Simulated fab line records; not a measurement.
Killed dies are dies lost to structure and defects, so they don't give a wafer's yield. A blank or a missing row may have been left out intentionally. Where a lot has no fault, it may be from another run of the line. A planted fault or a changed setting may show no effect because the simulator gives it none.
2 desks, one fault / flow sky130 / numbers are kept per desk, each desk with only its own; the story behind them comes last

== FROM THE METROLOGY DESK ==
What the gauges read for every lot (on any tool): the sampled wafers with a number, averaged. Marked OUT: a lot whose mean sits more than 4 standard deviations from the usual mean, which makes it out of limits; the brackets give that distance.
Columns: A = cd nm at SKY_LDD_P_CD_MEAS_07, usual 379.9 nm
lot=L109; first seen here=day 19 00:50; A=377.5
lot=L110; first seen here=day 19 10:41; A=380.2
lot=L111; first seen here=day 19 14:28; A=377.9
lot=L120; first seen here=day 23 16:09; A=383.0
lot=L121; first seen here=day 23 19:58; A=377.3
lot=L122; first seen here=day 24 04:39; A=379.6
lot=L124; first seen here=day 24 16:43; A=378.7
lot=L126; first seen here=day 25 12:50; A=380.6
lot=L127; first seen here=day 25 14:41; A=382.1
lot=L129; first seen here=day 26 10:51; A=380.0
lot=L130; first seen here=day 27 12:07; A=377.0
lot=L131; first seen here=day 27 12:29; A=381.6
Result from this desk: across the 12 lots, nothing is out of limits.

== AT THE TOOL OWNER'S DESK: implanter-02 ==
For each lot that ran on this tool, the mean over its sampled wafers that have a number, from the tool's own readings at SKY_LDD_N_IMPLANT_13. Marked OUT: a lot whose mean sits more than 4 standard deviations from the usual mean, which makes it out of limits; the brackets give that distance.
Columns: A = beam energy keV at SKY_LDD_N_IMPLANT_13, usual 50.000; B = beam on s at SKY_LDD_N_IMPLANT_13, usual 10.02 s; C = tilt deg at SKY_LDD_N_IMPLANT_13, usual 29.994 degrees
lot=L111; first seen here=day 18 07:21; A=50.023; B=9.84; C=29.985
lot=L121; first seen here=day 22 13:09; A=50.005; B=10.00; C=0.007 (-99 or more) OUT
lot=L122; first seen here=day 22 22:19; A=49.981; B=10.16; C=-0.019 (-99 or more) OUT
lot=L130; first seen here=day 26 06:32; A=50.006; B=10.15; C=30.009
This desk finds L121, L122 out of limits, L121 being first, at day 22 13:09 (tilt deg at SKY_LDD_N_IMPLANT_13). L111, L130 stayed within limits.

== PUT TOGETHER ==
The tool owner's desk had the chance to raise an alarm at day 22 13:09 on L121, L122.
Nothing out of limits was seen by the metrology desk.
The metrology desk has L121, L122 on record, within its limits.
The lots listed all ran SKY_LDD_N_IMPLANT_13 on implanter-02.

== WHAT WAS PUT IN BY THE SIMULATOR ==
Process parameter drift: implanter-02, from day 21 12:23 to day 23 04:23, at SKY_LDD_N_IMPLANT_13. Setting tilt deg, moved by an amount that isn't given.
Lots struck among those shown: L121, L122.
Delay in hours, fault start to first out-of-limits reading, by desk: the tool owner's desk at 25.
